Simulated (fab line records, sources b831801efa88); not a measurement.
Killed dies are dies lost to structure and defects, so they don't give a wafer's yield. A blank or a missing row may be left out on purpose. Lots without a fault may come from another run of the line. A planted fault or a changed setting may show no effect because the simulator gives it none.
Which tool did it? | flow sky130 | 11 lots, 33 wafers sampled, at 2 steps of a route of 708

WHAT THE GAUGES READ, wafer by wafer
SKY_SD_P_TW_MEAS_11.
lot  | measured     | on            | SD_P_TW
L318 | day 25 15:25 | film_metro-02 | 2846 2849 2846
L319 | day 25 21:50 | film_metro-04 | 2863 2869 2855
L320 | day 25 22:10 | film_metro-01 | 2837 2854 2848
L321 | day 26 13:22 | film_metro-01 | 2820 2826 2824
L324 | day 28 03:07 | film_metro-02 | 2848 2855 2846
L322 | day 28 04:42 | film_metro-02 | 2852 2852 2840
L325 | day 28 06:35 | film_metro-02 | 2848 2860 2853
L328 | day 29 01:58 | film_metro-04 | 2878 2883 2872
L329 | day 29 08:04 | film_metro-01 | 2810 2836 2826
L333 | day 31 00:14 | film_metro-04 | 2873 2879 2865
L334 | day 31 01:37 | film_metro-04 | 2889 2871 2878

SKY_SD_N_OVL_MEAS_08.
lot  | measured     | on         | SD_N_OVL (nm)
L318 | day 28 00:23 | overlay-01 | 2.7 1.7 1.1
L319 | day 28 06:01 | overlay-01 | -0.3 0.0 1.5
L320 | day 28 06:56 | overlay-02 | -1.1 -2.0 -3.0
L321 | day 28 21:11 | overlay-02 | 0.6 -0.2 0.1
L324 | day 30 11:31 | overlay-02 | -1.1 -0.9 -0.4
L322 | day 30 12:25 | overlay-02 | 1.0 -1.9 1.0
L325 | day 30 14:43 | overlay-02 | 1.1 -0.6 -1.9
L328 | day 31 08:46 | overlay-01 | 0.7 1.2 0.9
L329 | day 31 14:56 | overlay-01 | 1.8 1.8 1.8
L333 | day 33 06:28 | overlay-01 | 0.1 0.2 1.5
L334 | day 33 08:01 | overlay-02 | 1.1 1.3 1.8

WHICH TOOL RAN EACH LOT (tool, then ch and the chambers of the sampled wafers, then the start)
The record holds no process step before these readings.

WHAT THE TOOLS THEMSELVES READ (means of the sampled wafers that have a number; where no wafer has one, the mark that the record gives instead)
The record holds no such reading with a usual standard deviation.

THE ANSWER, worked out from the rows above alone
Rule: what is usual is taken from the lots themselves. Put in order of their means at a reading, lots are off if they are a third of the lots or fewer, leave a main group of 4 or more, and stand apart from it by a gap of 3 or more times the standard deviation of the main group's means; of several such gaps the widest counts. A main group whose means are all the same, to the digits that the tables above print for the reading, isn't used. A lot without any number at a reading at which 4 lots or more have one is off too. The other lots that the step has rows for count as sound. The gauges are gone through in route order, then the tools' own readings, and for those a lot's mean is taken as printed above. The first step at which some lot is off is used, and at that step the reading that is off furthest; a lot without a number counts as furthest.
No lot is off at any reading shown: from this, nothing can be told.

WHAT THE SIMULATOR HAD PUT IN
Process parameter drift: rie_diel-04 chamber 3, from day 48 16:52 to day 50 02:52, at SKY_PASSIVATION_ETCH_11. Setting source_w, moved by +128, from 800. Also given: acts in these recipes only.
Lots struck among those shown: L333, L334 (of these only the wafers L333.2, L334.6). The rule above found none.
